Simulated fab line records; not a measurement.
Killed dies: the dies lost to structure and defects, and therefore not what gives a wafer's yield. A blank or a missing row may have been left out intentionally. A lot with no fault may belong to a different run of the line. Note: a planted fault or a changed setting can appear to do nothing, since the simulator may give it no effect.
fab line records || flow sfq_line
record: {"lots": 6, "wafers": 18, "last_day": 83}
route steps=325 shown INCOMING@1 L0@3
lots that met no fault: from a run of the same line without faults
start_h: hours from the record's opening day to when the first of the lot's shown wafers began || wait_h: hours since the lot's step before || " identical to the entry in the row above || L1.1+2: one row covering several wafers at once || - no value, or no start given || * or withheld: withheld || < > ~ a bound
route shown NAME@n: a module of which the file shows steps, and the number in the route of the first || usual: mean/standard deviation taken from wafers without a fault || same: alike in all rows || chamber/n: place in a boat || sites: readings site by site || _std_site: their standard deviation || _edge_site: mean of outer sites minus mean of inner sites || radius_mm: how far each site lies from the wafer's centre || mask NAME#n: copy n || behind: the most recent tool/chamber to have shaped the wafer || hold: the reason the lot was held/the length of the hold in hours/how it ended || device: whichever transistor did not switch (one of n, p or np) || end of line: the same wafers' tests at the end of the route || a step without rows: its recipe alone || killed: the dies lost at the first sort to structure and to defects; this is not the yield of the wafer || map: shows each die of a wafer: x if killed, . if not, _ if none is there
set.NAME: setting as actually run; set.NAME@STEP: the setting as run at that earlier step || model.NAME: the simulator's own value behind a step, which no gauge read
a table for each step, a row for each wafer; lots at some steps of the route
services: when a tool's chamber went out of use (start_h, in hours from the record's first day, below 0 if earlier), for how many hours, and the reason
== steps ==
step: SFQ_INCOMING_BOW_MEAS_900
recipe: {"mode": "bow"}
usual: {"INCOMING_BOW": "0/6.8"}
{"lot.wafer": "L612.1", "tool": "film_metro-02", "chamber": "-", "start_h": 15.00, "wait_h": "-", "INCOMING_BOW[um]": -9}
{"lot.wafer": "L612.3", "tool": "film_metro-02", "chamber": "-", "start_h": 15.00, "wait_h": "-", "INCOMING_BOW[um]": -4}
{"lot.wafer": "L612.4", "tool": "film_metro-02", "chamber": "-", "start_h": 15.00, "wait_h": "-", "INCOMING_BOW[um]": -9}
{"lot.wafer": "L618.2", "tool": "film_metro-03", "chamber": "-", "start_h": 45.02, "wait_h": "-", "INCOMING_BOW[um]": 8}
{"lot.wafer": "L618.3", "tool": "film_metro-03", "chamber": "-", "start_h": 45.02, "wait_h": "-", "INCOMING_BOW[um]": 0}
{"lot.wafer": "L618.4", "tool": "film_metro-03", "chamber": "-", "start_h": 45.02, "wait_h": "-", "INCOMING_BOW[um]": -5}
{"lot.wafer": "L622.1", "tool": "film_metro-04", "chamber": "-", "start_h": 65.00, "wait_h": "-", "INCOMING_BOW[um]": -8}
{"lot.wafer": "L622.4", "tool": "film_metro-04", "chamber": "-", "start_h": 65.00, "wait_h": "-", "INCOMING_BOW[um]": -3}
{"lot.wafer": "L622.5", "tool": "film_metro-04", "chamber": "-", "start_h": 65.00, "wait_h": "-", "INCOMING_BOW[um]": -9}
{"lot.wafer": "L626.1", "tool": "film_metro-04", "chamber": "-", "start_h": 85.00, "wait_h": "-", "INCOMING_BOW[um]": 7}
{"lot.wafer": "L626.2", "tool": "film_metro-04", "chamber": "-", "start_h": 85.00, "wait_h": "-", "INCOMING_BOW[um]": -5}
{"lot.wafer": "L626.5", "tool": "film_metro-04", "chamber": "-", "start_h": 85.00, "wait_h": "-", "INCOMING_BOW[um]": -1}
{"lot.wafer": "L631.1", "tool": "film_metro-03", "chamber": "-", "start_h": 110.00, "wait_h": "-", "INCOMING_BOW[um]": 1}
{"lot.wafer": "L631.4", "tool": "film_metro-03", "chamber": "-", "start_h": 110.00, "wait_h": "-", "INCOMING_BOW[um]": 18}
{"lot.wafer": "L631.6", "tool": "film_metro-03", "chamber": "-", "start_h": 110.00, "wait_h": "-", "INCOMING_BOW[um]": -6}
{"lot.wafer": "L633.3", "tool": "film_metro-04", "chamber": "-", "start_h": 120.04, "wait_h": "-", "INCOMING_BOW[um]": 9}
{"lot.wafer": "L633.4", "tool": "film_metro-04", "chamber": "-", "start_h": 120.04, "wait_h": "-", "INCOMING_BOW[um]": -8}
{"lot.wafer": "L633.5", "tool": "film_metro-04", "chamber": "-", "start_h": 120.04, "wait_h": "-", "INCOMING_BOW[um]": 0}
step: SFQ_TRILAYER_INCOMING_OXIDATION_002
recipe: {"temp_c": 1000, "ambient": "H2O", "target_thk_a": 5000, "p_h2o_torr": 720, "ox_time_s": 4939}
step: SFQ_TRILAYER_L0_DEP_SPUTTER_003
recipe: {"material": "MoNx_KI", "base_pressure_pa": 1.33e-06, "target_thk_nm": 40, "power_w": 800, "time_s": 100, "chamber_pressure_pa": 0.4}
usual: {"throttle_valve_pct": "30.1/1.1"}
same: {"time_s": 100}
{"lot.wafer": "L612.1", "tool": "pvd_sputter-05", "chamber": "-", "start_h": 17.49, "wait_h": 0.0, "throttle_valve_pct": 31.9}
{"lot.wafer": "L612.3", "tool": "pvd_sputter-05", "chamber": "-", "start_h": 17.49, "wait_h": 0.0, "throttle_valve_pct": 29.9}
{"lot.wafer": "L612.4", "tool": "pvd_sputter-05", "chamber": "-", "start_h": 17.49, "wait_h": 0.0, "throttle_valve_pct": 28.6}
{"lot.wafer": "L618.2", "tool": "pvd_sputter-05", "chamber": "-", "start_h": 47.49, "wait_h": 0.0, "throttle_valve_pct": 29.8}
{"lot.wafer": "L618.3", "tool": "pvd_sputter-05", "chamber": "-", "start_h": 47.49, "wait_h": 0.0, "throttle_valve_pct": 31.4}
{"lot.wafer": "L618.4", "tool": "pvd_sputter-05", "chamber": "-", "start_h": 47.49, "wait_h": 0.0, "throttle_valve_pct": 28.3}
{"lot.wafer": "L622.1", "tool": "pvd_sputter-03", "chamber": "-", "start_h": 67.49, "wait_h": 0.0, "throttle_valve_pct": 31.6}
{"lot.wafer": "L622.4", "tool": "pvd_sputter-03", "chamber": "-", "start_h": 67.49, "wait_h": 0.0, "throttle_valve_pct": 29.1}
{"lot.wafer": "L622.5", "tool": "pvd_sputter-03", "chamber": "-", "start_h": 67.49, "wait_h": 0.0, "throttle_valve_pct": 28.9}
{"lot.wafer": "L626.1", "tool": "pvd_sputter-04", "chamber": "-", "start_h": 87.49, "wait_h": 0.0, "throttle_valve_pct": 30.4}
{"lot.wafer": "L626.2", "tool": "pvd_sputter-04", "chamber": "-", "start_h": 87.49, "wait_h": 0.0, "throttle_valve_pct": 30.2}
{"lot.wafer": "L626.5", "tool": "pvd_sputter-04", "chamber": "-", "start_h": 87.49, "wait_h": 0.0, "throttle_valve_pct": 29.0}
{"lot.wafer": "L631.1", "tool": "pvd_sputter-03", "chamber": "-", "start_h": 112.49, "wait_h": 0.0, "throttle_valve_pct": 29.0}
{"lot.wafer": "L631.4", "tool": "pvd_sputter-03", "chamber": "-", "start_h": 112.49, "wait_h": 0.0, "throttle_valve_pct": 29.2}
{"lot.wafer": "L631.6", "tool": "pvd_sputter-03", "chamber": "-", "start_h": 112.49, "wait_h": 0.0, "throttle_valve_pct": 30.3}
{"lot.wafer": "L633.3", "tool": "pvd_sputter-03", "chamber": "-", "start_h": 122.49, "wait_h": 0.0, "throttle_valve_pct": 30.5}
{"lot.wafer": "L633.4", "tool": "pvd_sputter-03", "chamber": "-", "start_h": 122.49, "wait_h": 0.0, "throttle_valve_pct": 29.0}
{"lot.wafer": "L633.5", "tool": "pvd_sputter-03", "chamber": "-", "start_h": 122.49, "wait_h": 0.0, "throttle_valve_pct": 29.0}
step: SFQ_L0_RS_MEAS_901
recipe: {"thk_meas_gauge": "four-point-probe", "reads": "MoNx_KI_of_TRILAYER_L0_DEP_SPUTTER_003"}
usual: {"L0_MONX_KI_RS": "43.4/0.49"}
{"lot.wafer": "L612.1", "tool": "film_metro-04", "chamber": "-", "start_h": 17.56, "wait_h": 0.0, "L0_MONX_KI_RS[ohm/sq]": 43.2}
{"lot.wafer": "L612.3", "tool": "film_metro-04", "chamber": "-", "start_h": 17.56, "wait_h": 0.0, "L0_MONX_KI_RS[ohm/sq]": 43.2}
{"lot.wafer": "L612.4", "tool": "film_metro-04", "chamber": "-", "start_h": 17.56, "wait_h": 0.0, "L0_MONX_KI_RS[ohm/sq]": 43.6}
{"lot.wafer": "L618.2", "tool": "film_metro-02", "chamber": "-", "start_h": 47.58, "wait_h": 0.1, "L0_MONX_KI_RS[ohm/sq]": 43.9}
{"lot.wafer": "L618.3", "tool": "film_metro-02", "chamber": "-", "start_h": 47.58, "wait_h": 0.1, "L0_MONX_KI_RS[ohm/sq]": 43.2}
{"lot.wafer": "L618.4", "tool": "film_metro-02", "chamber": "-", "start_h": 47.58, "wait_h": 0.1, "L0_MONX_KI_RS[ohm/sq]": 43.6}
{"lot.wafer": "L622.1", "tool": "film_metro-02", "chamber": "-", "start_h": 67.56, "wait_h": 0.0, "L0_MONX_KI_RS[ohm/sq]": 43.9}
{"lot.wafer": "L622.4", "tool": "film_metro-02", "chamber": "-", "start_h": 67.56, "wait_h": 0.0, "L0_MONX_KI_RS[ohm/sq]": 43.7}
{"lot.wafer": "L622.5", "tool": "film_metro-02", "chamber": "-", "start_h": 67.56, "wait_h": 0.0, "L0_MONX_KI_RS[ohm/sq]": 43.8}
{"lot.wafer": "L626.1", "tool": "film_metro-04", "chamber": "-", "start_h": 87.56, "wait_h": 0.0, "L0_MONX_KI_RS[ohm/sq]": 43.9}
{"lot.wafer": "L626.2", "tool": "film_metro-04", "chamber": "-", "start_h": 87.56, "wait_h": 0.0, "L0_MONX_KI_RS[ohm/sq]": 44.5}
{"lot.wafer": "L626.5", "tool": "film_metro-04", "chamber": "-", "start_h": 87.56, "wait_h": 0.0, "L0_MONX_KI_RS[ohm/sq]": 44.0}
{"lot.wafer": "L631.1", "tool": "film_metro-01", "chamber": "-", "start_h": 112.56, "wait_h": 0.0, "L0_MONX_KI_RS[ohm/sq]": 44.5}
{"lot.wafer": "L631.4", "tool": "film_metro-01", "chamber": "-", "start_h": 112.56, "wait_h": 0.0, "L0_MONX_KI_RS[ohm/sq]": 44.5}
{"lot.wafer": "L631.6", "tool": "film_metro-01", "chamber": "-", "start_h": 112.56, "wait_h": 0.0, "L0_MONX_KI_RS[ohm/sq]": 43.8}
{"lot.wafer": "L633.3", "tool": "film_metro-02", "chamber": "-", "start_h": 122.60, "wait_h": 0.1, "L0_MONX_KI_RS[ohm/sq]": 43.6}
{"lot.wafer": "L633.4", "tool": "film_metro-02", "chamber": "-", "start_h": 122.60, "wait_h": 0.1, "L0_MONX_KI_RS[ohm/sq]": 44.2}
{"lot.wafer": "L633.5", "tool": "film_metro-02", "chamber": "-", "start_h": 122.60, "wait_h": 0.1, "L0_MONX_KI_RS[ohm/sq]": 43.6}
step: SFQ_L0_THK_MEAS_902
recipe: {"thk_meas_gauge": "xrf", "reads": "MoNx_KI_of_TRILAYER_L0_DEP_SPUTTER_003"}
usual: {"L0_MONX_KI_THK": "39.7/0.48"}
{"lot.wafer": "L612.1", "tool": "film_metro-04", "chamber": "-", "start_h": 17.68, "wait_h": 0.1, "L0_MONX_KI_THK[nm]": 39.8}
{"lot.wafer": "L612.3", "tool": "film_metro-04", "chamber": "-", "start_h": 17.68, "wait_h": 0.1, "L0_MONX_KI_THK[nm]": 39.9}
{"lot.wafer": "L612.4", "tool": "film_metro-04", "chamber": "-", "start_h": 17.68, "wait_h": 0.1, "L0_MONX_KI_THK[nm]": 39.7}
{"lot.wafer": "L618.2", "tool": "film_metro-02", "chamber": "-", "start_h": 47.69, "wait_h": 0.1, "L0_MONX_KI_THK[nm]": 39.6}
{"lot.wafer": "L618.3", "tool": "film_metro-02", "chamber": "-", "start_h": 47.69, "wait_h": 0.1, "L0_MONX_KI_THK[nm]": 39.9}
{"lot.wafer": "L618.4", "tool": "film_metro-02", "chamber": "-", "start_h": 47.69, "wait_h": 0.1, "L0_MONX_KI_THK[nm]": 39.6}
{"lot.wafer": "L622.1", "tool": "film_metro-02", "chamber": "-", "start_h": 67.68, "wait_h": 0.1, "L0_MONX_KI_THK[nm]": 39.4}
{"lot.wafer": "L622.4", "tool": "film_metro-02", "chamber": "-", "start_h": 67.68, "wait_h": 0.1, "L0_MONX_KI_THK[nm]": 39.4}
{"lot.wafer": "L622.5", "tool": "film_metro-02", "chamber": "-", "start_h": 67.68, "wait_h": 0.1, "L0_MONX_KI_THK[nm]": 39.1}
{"lot.wafer": "L626.1", "tool": "film_metro-04", "chamber": "-", "start_h": 87.68, "wait_h": 0.1, "L0_MONX_KI_THK[nm]": 39.3}
{"lot.wafer": "L626.2", "tool": "film_metro-04", "chamber": "-", "start_h": 87.68, "wait_h": 0.1, "L0_MONX_KI_THK[nm]": 38.8}
{"lot.wafer": "L626.5", "tool": "film_metro-04", "chamber": "-", "start_h": 87.68, "wait_h": 0.1, "L0_MONX_KI_THK[nm]": 39.2}
{"lot.wafer": "L631.1", "tool": "film_metro-01", "chamber": "-", "start_h": 112.68, "wait_h": 0.1, "L0_MONX_KI_THK[nm]": 39.1}
{"lot.wafer": "L631.4", "tool": "film_metro-01", "chamber": "-", "start_h": 112.68, "wait_h": 0.1, "L0_MONX_KI_THK[nm]": 38.9}
{"lot.wafer": "L631.6", "tool": "film_metro-01", "chamber": "-", "start_h": 112.68, "wait_h": 0.1, "L0_MONX_KI_THK[nm]": 39.5}
{"lot.wafer": "L633.3", "tool": "film_metro-02", "chamber": "-", "start_h": 122.70, "wait_h": 0.1, "L0_MONX_KI_THK[nm]": 39.5}
{"lot.wafer": "L633.4", "tool": "film_metro-02", "chamber": "-", "start_h": 122.70, "wait_h": 0.1, "L0_MONX_KI_THK[nm]": 39.0}
{"lot.wafer": "L633.5", "tool": "film_metro-02", "chamber": "-", "start_h": 122.70, "wait_h": 0.1, "L0_MONX_KI_THK[nm]": 39.2}
step: SFQ_TRILAYER_L0_LITHO_COAT_010
recipe: {"resist": "BARC", "spin_rpm": 3000, "resist_thk_nm": 62}
{"lot.wafer": "L612.1", "tool": "litho_track-03", "chamber": 0, "start_h": 17.74, "wait_h": 0.1, "model.BARC_of_TRILAYER_L0_LITHO_COAT_010.thk_nm": 62.31}
{"lot.wafer": "L612.3", "tool": "litho_track-03", "chamber": 0, "start_h": 17.74, "wait_h": 0.1, "model.BARC_of_TRILAYER_L0_LITHO_COAT_010.thk_nm": 62.13}
{"lot.wafer": "L612.4", "tool": "litho_track-03", "chamber": 0, "start_h": 17.74, "wait_h": 0.1, "model.BARC_of_TRILAYER_L0_LITHO_COAT_010.thk_nm": 62.21}
{"lot.wafer": "L618.2", "tool": "litho_track-03", "chamber": 0, "start_h": 47.79, "wait_h": 0.1, "model.BARC_of_TRILAYER_L0_LITHO_COAT_010.thk_nm": 61.81}
{"lot.wafer": "L618.3", "tool": "litho_track-03", "chamber": 0, "start_h": 47.79, "wait_h": 0.1, "model.BARC_of_TRILAYER_L0_LITHO_COAT_010.thk_nm": 61.58}
{"lot.wafer": "L618.4", "tool": "litho_track-03", "chamber": 0, "start_h": 47.79, "wait_h": 0.1, "model.BARC_of_TRILAYER_L0_LITHO_COAT_010.thk_nm": 66.29}
{"lot.wafer": "L622.1", "tool": "litho_track-03", "chamber": 0, "start_h": 67.74, "wait_h": 0.1, "model.BARC_of_TRILAYER_L0_LITHO_COAT_010.thk_nm": 61.77}
{"lot.wafer": "L622.4", "tool": "litho_track-03", "chamber": 0, "start_h": 67.74, "wait_h": 0.1, "model.BARC_of_TRILAYER_L0_LITHO_COAT_010.thk_nm": 66.38}
{"lot.wafer": "L622.5", "tool": "litho_track-03", "chamber": 0, "start_h": 67.74, "wait_h": 0.1, "model.BARC_of_TRILAYER_L0_LITHO_COAT_010.thk_nm": 62.09}
{"lot.wafer": "L626.1", "tool": "litho_track-01", "chamber": 0, "start_h": 87.74, "wait_h": 0.1, "model.BARC_of_TRILAYER_L0_LITHO_COAT_010.thk_nm": 62.23}
{"lot.wafer": "L626.2", "tool": "litho_track-01", "chamber": 0, "start_h": 87.74, "wait_h": 0.1, "model.BARC_of_TRILAYER_L0_LITHO_COAT_010.thk_nm": 62.19}
{"lot.wafer": "L626.5", "tool": "litho_track-01", "chamber": 0, "start_h": 87.74, "wait_h": 0.1, "model.BARC_of_TRILAYER_L0_LITHO_COAT_010.thk_nm": 62.15}
{"lot.wafer": "L631.1", "tool": "litho_track-01", "chamber": 0, "start_h": 112.74, "wait_h": 0.1, "model.BARC_of_TRILAYER_L0_LITHO_COAT_010.thk_nm": 62.11}
{"lot.wafer": "L631.4", "tool": "litho_track-01", "chamber": 0, "start_h": 112.74, "wait_h": 0.1, "model.BARC_of_TRILAYER_L0_LITHO_COAT_010.thk_nm": 62.31}
{"lot.wafer": "L631.6", "tool": "litho_track-01", "chamber": 0, "start_h": 112.74, "wait_h": 0.1, "model.BARC_of_TRILAYER_L0_LITHO_COAT_010.thk_nm": 62.06}
{"lot.wafer": "L633.3", "tool": "litho_track-01", "chamber": 0, "start_h": 122.93, "wait_h": 0.2, "model.BARC_of_TRILAYER_L0_LITHO_COAT_010.thk_nm": 62.18}
{"lot.wafer": "L633.4", "tool": "litho_track-01", "chamber": 0, "start_h": 122.93, "wait_h": 0.2, "model.BARC_of_TRILAYER_L0_LITHO_COAT_010.thk_nm": 62.25}
{"lot.wafer": "L633.5", "tool": "litho_track-01", "chamber": 0, "start_h": 122.93, "wait_h": 0.2, "model.BARC_of_TRILAYER_L0_LITHO_COAT_010.thk_nm": 62.02}
step: SFQ_TRILAYER_L0_LITHO_COAT_005
recipe: {"resist": "KrF", "spin_rpm": 3000, "resist_thk_nm": 600}
step: SFQ_TRILAYER_L0_LITHO_SOFTBAKE_009
recipe: {"temp_c": "withheld", "time_s": "withheld", "resist": "KrF"}
step: SFQ_TRILAYER_L0_LITHO_EXPOSE_006
recipe: {"mask_id": "L0", "na": 0.6, "source_shape": "conventional", "sigma_outer": 0.65, "target_cd_nm": 2000, "dose_mj": 14.4}
step: SFQ_TRILAYER_L0_LITHO_PEB_008
recipe: {"peb_temp_c": 115, "peb_time_s": 60, "resist": "KrF"}
step: SFQ_TRILAYER_L0_LITHO_DEVELOP_007
recipe: {"time_s": 60, "resist": "KrF"}
step: SFQ_TRILAYER_L0_BARC_OPEN_METAL_ETCH_010
recipe: {"mask_material": "PR", "chemistry": "O2", "target_depth_nm": 125, "target": "BARC", "icp_w": 600, "bias_w": 80, "pressure_mtorr": 10, "time_s": 41.7}
usual: {"drypump_motor_current_A": "5.6/0.51", "oes_product_au": "0.685/0.005"}
same: {"time_s": 41.7}
{"lot.wafer": "L612.1", "tool": "rie_metal-01", "chamber": 1, "start_h": 89.41, "wait_h": 0.1, "drypump_motor_current_A": 5.7, "oes_product_au": 0.685, "rf_hours_counter_h": 1, "model.etch.depth_nm": 62.31}
{"lot.wafer": "L612.3", "tool": "rie_metal-01", "chamber": 0, "start_h": 89.41, "wait_h": 0.1, "drypump_motor_current_A": 5.3, "oes_product_au": 0.687, "rf_hours_counter_h": "-", "model.etch.depth_nm": 62.13}
{"lot.wafer": "L612.4", "tool": "rie_metal-01", "chamber": 1, "start_h": 89.41, "wait_h": 0.1, "drypump_motor_current_A": 5.6, "oes_product_au": 0.692, "rf_hours_counter_h": "-", "model.etch.depth_nm": 62.21}
{"lot.wafer": "L618.2", "tool": "rie_metal-03", "chamber": 0, "start_h": 111.53, "wait_h": 0.1, "drypump_motor_current_A": 5.9, "oes_product_au": 0.684, "rf_hours_counter_h": 197, "model.etch.depth_nm": 61.81}
{"lot.wafer": "L618.3", "tool": "rie_metal-03", "chamber": 0, "start_h": 111.53, "wait_h": 0.1, "drypump_motor_current_A": 5.9, "oes_product_au": 0.686, "rf_hours_counter_h": "-", "model.etch.depth_nm": 61.58}
{"lot.wafer": "L618.4", "tool": "rie_metal-03", "chamber": 1, "start_h": 111.53, "wait_h": 0.1, "drypump_motor_current_A": 5.0, "oes_product_au": 0.701, "rf_hours_counter_h": "-", "model.etch.depth_nm": 66.29}
{"lot.wafer": "L622.1", "tool": "rie_metal-03", "chamber": 1, "start_h": 135.53, "wait_h": 0.1, "drypump_motor_current_A": 5.0, "oes_product_au": 0.682, "rf_hours_counter_h": 83, "model.etch.depth_nm": 61.77}
{"lot.wafer": "L622.4", "tool": "rie_metal-03", "chamber": 0, "start_h": 135.53, "wait_h": 0.1, "drypump_motor_current_A": 5.9, "oes_product_au": 0.708, "rf_hours_counter_h": "-", "model.etch.depth_nm": 66.38}
{"lot.wafer": "L622.5", "tool": "rie_metal-03", "chamber": 0, "start_h": 135.53, "wait_h": 0.1, "drypump_motor_current_A": 5.9, "oes_product_au": 0.696, "rf_hours_counter_h": "-", "model.etch.depth_nm": 62.09}
{"lot.wafer": "L626.1", "tool": "rie_metal-03", "chamber": 1, "start_h": 161.86, "wait_h": 0.1, "drypump_motor_current_A": 5.0, "oes_product_au": 0.695, "rf_hours_counter_h": 89, "model.etch.depth_nm": 62.23}
{"lot.wafer": "L626.2", "tool": "rie_metal-03", "chamber": 1, "start_h": 161.86, "wait_h": 0.1, "drypump_motor_current_A": 5.0, "oes_product_au": 0.677, "rf_hours_counter_h": "-", "model.etch.depth_nm": 62.19}
{"lot.wafer": "L626.5", "tool": "rie_metal-03", "chamber": 1, "start_h": 161.86, "wait_h": 0.1, "drypump_motor_current_A": 5.0, "oes_product_au": 0.679, "rf_hours_counter_h": "-", "model.etch.depth_nm": 62.15}
{"lot.wafer": "L631.1", "tool": "rie_metal-03", "chamber": 0, "start_h": 193.93, "wait_h": 0.1, "drypump_motor_current_A": 5.9, "oes_product_au": 0.695, "rf_hours_counter_h": 7, "model.etch.depth_nm": 62.11}
{"lot.wafer": "L631.4", "tool": "rie_metal-03", "chamber": 1, "start_h": 193.93, "wait_h": 0.1, "drypump_motor_current_A": 5.0, "oes_product_au": 0.690, "rf_hours_counter_h": "-", "model.etch.depth_nm": 62.31}
{"lot.wafer": "L631.6", "tool": "rie_metal-03", "chamber": 1, "start_h": 193.93, "wait_h": 0.1, "drypump_motor_current_A": 5.0, "oes_product_au": 0.682, "rf_hours_counter_h": "-", "model.etch.depth_nm": 62.06}
{"lot.wafer": "L633.3", "tool": "rie_metal-03", "chamber": 1, "start_h": 202.35, "wait_h": 0.1, "drypump_motor_current_A": 5.0, "oes_product_au": 0.687, "rf_hours_counter_h": "-", "model.etch.depth_nm": 62.18}
{"lot.wafer": "L633.4", "tool": "rie_metal-03", "chamber": 0, "start_h": 202.35, "wait_h": 0.1, "drypump_motor_current_A": 6.0, "oes_product_au": 0.690, "rf_hours_counter_h": "-", "model.etch.depth_nm": 62.25}
{"lot.wafer": "L633.5", "tool": "rie_metal-03", "chamber": 1, "start_h": 202.35, "wait_h": 0.1, "drypump_motor_current_A": 5.0, "oes_product_au": 0.683, "rf_hours_counter_h": "-", "model.etch.depth_nm": 62.02}
step: SFQ_TRILAYER_L0_ETCH_METAL_ETCH_008
recipe: {"target": "MoNx_KI", "stop_on": "SiO2", "mask_material": "PR", "chemistry": "SF6/O2", "target_depth_nm": 50, "icp_w": 600, "bias_w": 80, "pressure_mtorr": 10, "time_s": 25}
usual: {"drypump_motor_current_A": "5.6/0.51", "oes_product_au": "0.874/0.0072"}
same: {"time_s": 25}
{"lot.wafer": "L612.1", "tool": "rie_metal-01", "chamber": 1, "start_h": 89.47, "wait_h": 0.0, "drypump_motor_current_A": 5.7, "oes_product_au": 0.876, "rf_hours_counter_h": 1}
{"lot.wafer": "L612.3", "tool": "rie_metal-01", "chamber": 0, "start_h": 89.47, "wait_h": 0.0, "drypump_motor_current_A": 5.3, "oes_product_au": 0.877, "rf_hours_counter_h": "-"}
{"lot.wafer": "L612.4", "tool": "rie_metal-01", "chamber": 1, "start_h": 89.47, "wait_h": 0.0, "drypump_motor_current_A": 5.7, "oes_product_au": 0.872, "rf_hours_counter_h": "-"}
{"lot.wafer": "L618.2", "tool": "rie_metal-03", "chamber": 0, "start_h": 111.59, "wait_h": 0.0, "drypump_motor_current_A": 6.0, "oes_product_au": 0.870, "rf_hours_counter_h": 197}
{"lot.wafer": "L618.3", "tool": "rie_metal-03", "chamber": 0, "start_h": 111.59, "wait_h": 0.0, "drypump_motor_current_A": 6.0, "oes_product_au": 0.876, "rf_hours_counter_h": "-"}
{"lot.wafer": "L618.4", "tool": "rie_metal-03", "chamber": 1, "start_h": 111.59, "wait_h": 0.0, "drypump_motor_current_A": 5.0, "oes_product_au": 0.874, "rf_hours_counter_h": "-"}
{"lot.wafer": "L622.1", "tool": "rie_metal-03", "chamber": 1, "start_h": 135.59, "wait_h": 0.0, "drypump_motor_current_A": 5.0, "oes_product_au": 0.870, "rf_hours_counter_h": 83}
{"lot.wafer": "L622.4", "tool": "rie_metal-03", "chamber": 0, "start_h": 135.59, "wait_h": 0.0, "drypump_motor_current_A": 6.0, "oes_product_au": 0.870, "rf_hours_counter_h": "-"}
{"lot.wafer": "L622.5", "tool": "rie_metal-03", "chamber": 0, "start_h": 135.59, "wait_h": 0.0, "drypump_motor_current_A": 6.0, "oes_product_au": 0.864, "rf_hours_counter_h": "-"}
{"lot.wafer": "L626.1", "tool": "rie_metal-03", "chamber": 1, "start_h": 161.98, "wait_h": 0.1, "drypump_motor_current_A": 5.0, "oes_product_au": 0.861, "rf_hours_counter_h": 89}
{"lot.wafer": "L626.2", "tool": "rie_metal-03", "chamber": 1, "start_h": 161.98, "wait_h": 0.1, "drypump_motor_current_A": 5.0, "oes_product_au": 0.866, "rf_hours_counter_h": "-"}
{"lot.wafer": "L626.5", "tool": "rie_metal-03", "chamber": 1, "start_h": 161.98, "wait_h": 0.1, "drypump_motor_current_A": 5.0, "oes_product_au": 0.866, "rf_hours_counter_h": "-"}
{"lot.wafer": "L631.1", "tool": "rie_metal-03", "chamber": 0, "start_h": 193.99, "wait_h": 0.0, "drypump_motor_current_A": 6.0, "oes_product_au": 0.868, "rf_hours_counter_h": 7}
{"lot.wafer": "L631.4", "tool": "rie_metal-03", "chamber": 1, "start_h": 193.99, "wait_h": 0.0, "drypump_motor_current_A": 5.0, "oes_product_au": 0.862, "rf_hours_counter_h": "-"}
{"lot.wafer": "L631.6", "tool": "rie_metal-03", "chamber": 1, "start_h": 193.99, "wait_h": 0.0, "drypump_motor_current_A": 5.0, "oes_product_au": 0.865, "rf_hours_counter_h": "-"}
{"lot.wafer": "L633.3", "tool": "rie_metal-03", "chamber": 1, "start_h": 202.41, "wait_h": 0.0, "drypump_motor_current_A": 5.0, "oes_product_au": 0.871, "rf_hours_counter_h": "-"}
{"lot.wafer": "L633.4", "tool": "rie_metal-03", "chamber": 0, "start_h": 202.41, "wait_h": 0.0, "drypump_motor_current_A": 6.0, "oes_product_au": 0.863, "rf_hours_counter_h": "-"}
{"lot.wafer": "L633.5", "tool": "rie_metal-03", "chamber": 1, "start_h": 202.41, "wait_h": 0.0, "drypump_motor_current_A": 5.0, "oes_product_au": 0.875, "rf_hours_counter_h": "-"}
== services ==
{"tool": "pvd_sputter-03", "chamber": "-", "start_h": -1.06, "hours": 1.2, "kind": "repair"}
{"tool": "rie_metal-03", "chamber": "-", "start_h": 16.27, "hours": 14.6, "kind": "pm"}
{"tool": "pvd_sputter-03", "chamber": 2, "start_h": 16.61, "hours": "-", "kind": "consumable_replace:kit"}
{"tool": "pvd_sputter-03", "chamber": 2, "start_h": 16.61, "hours": 18.0, "kind": "scheduled_down"}
{"tool": "pvd_sputter-03", "chamber": 2, "start_h": 16.61, "hours": 18.0, "kind": "vent_cycle"}
{"tool": "pvd_sputter-05", "chamber": "-", "start_h": 28.33, "hours": 4.2, "kind": "repair"}
{"tool": "pvd_sputter-03", "chamber": "-", "start_h": 32.92, "hours": 0.7, "kind": "repair"}
{"tool": "rie_metal-03", "chamber": "-", "start_h": 47.90, "hours": 1.4, "kind": "pm"}
{"tool": "pvd_sputter-03", "chamber": "-", "start_h": 58.81, "hours": 1.9, "kind": "repair"}
{"tool": "rie_metal-01", "chamber": 1, "start_h": 66.90, "hours": "-", "kind": "clean"}
{"tool": "rie_metal-01", "chamber": 1, "start_h": 66.90, "hours": "-", "kind": "consumable_replace:focus_ring"}
{"tool": "rie_metal-01", "chamber": 1, "start_h": 66.90, "hours": 17.1, "kind": "scheduled_down"}
{"tool": "rie_metal-01", "chamber": 1, "start_h": 66.90, "hours": 17.1, "kind": "vent_cycle"}
{"tool": "pvd_sputter-05", "chamber": "-", "start_h": 77.51, "hours": 3.6, "kind": "repair"}
{"tool": "pvd_sputter-05", "chamber": "-", "start_h": 87.42, "hours": 7.4, "kind": "repair"}
{"tool": "pvd_sputter-04", "chamber": 3, "start_h": 100.30, "hours": "-", "kind": "consumable_replace:kit"}
{"tool": "pvd_sputter-05", "chamber": "-", "start_h": 101.54, "hours": 8.1, "kind": "repair"}
{"tool": "rie_metal-03", "chamber": 0, "start_h": 147.71, "hours": "-", "kind": "clean"}
{"tool": "rie_metal-03", "chamber": 0, "start_h": 147.71, "hours": 14.8, "kind": "scheduled_down"}
{"tool": "rie_metal-03", "chamber": 0, "start_h": 147.71, "hours": 14.8, "kind": "vent_cycle"}
{"tool": "pvd_sputter-05", "chamber": "-", "start_h": 179.60, "hours": 13.4, "kind": "repair"}
{"tool": "pvd_sputter-05", "chamber": "-", "start_h": 196.43, "hours": 0.6, "kind": "repair"}
{"tool": "pvd_sputter-04", "chamber": "-", "start_h": 197.97, "hours": 57.6, "kind": "repair"}
{"tool": "rie_metal-01", "chamber": "-", "start_h": 201.08, "hours": 2.8, "kind": "pm"}
== key ==
first_sign: {"step": "SFQ_TRILAYER_L0_BARC_OPEN_METAL_ETCH_010", "reading": "oes_product_au", "direction": "up", "sigmas": 4, "usual": 0.685, "struck": 0.705}
effect none on later readings
model_effect: {"step": "SFQ_TRILAYER_L0_LITHO_COAT_010", "value": "BARC_of_TRILAYER_L0_LITHO_COAT_010.thk_nm", "without": 61.93, "struck": 66.33}
model_effect: {"step": "SFQ_TRILAYER_L0_BARC_OPEN_METAL_ETCH_010", "value": "etch.depth_nm", "without": 61.93, "struck": 66.33}
met_at SFQ_TRILAYER_L0_LITHO_COAT_010
struck_wafers L618.4,L622.4
onset_between 17.74 47.79
fault: {"kind": "process_parameter_drift", "tool": "litho_track-03", "chamber": "-", "onset_h": 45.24, "steps": "SFQ_TRILAYER_L0_LITHO_COAT_010", "channel": "resist_thk_nm", "offset": 4.4063, "shape": "step", "end_h": 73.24, "scope": "struck_wafers_only", "acts_in": "these_recipes_only", "stated": 62}
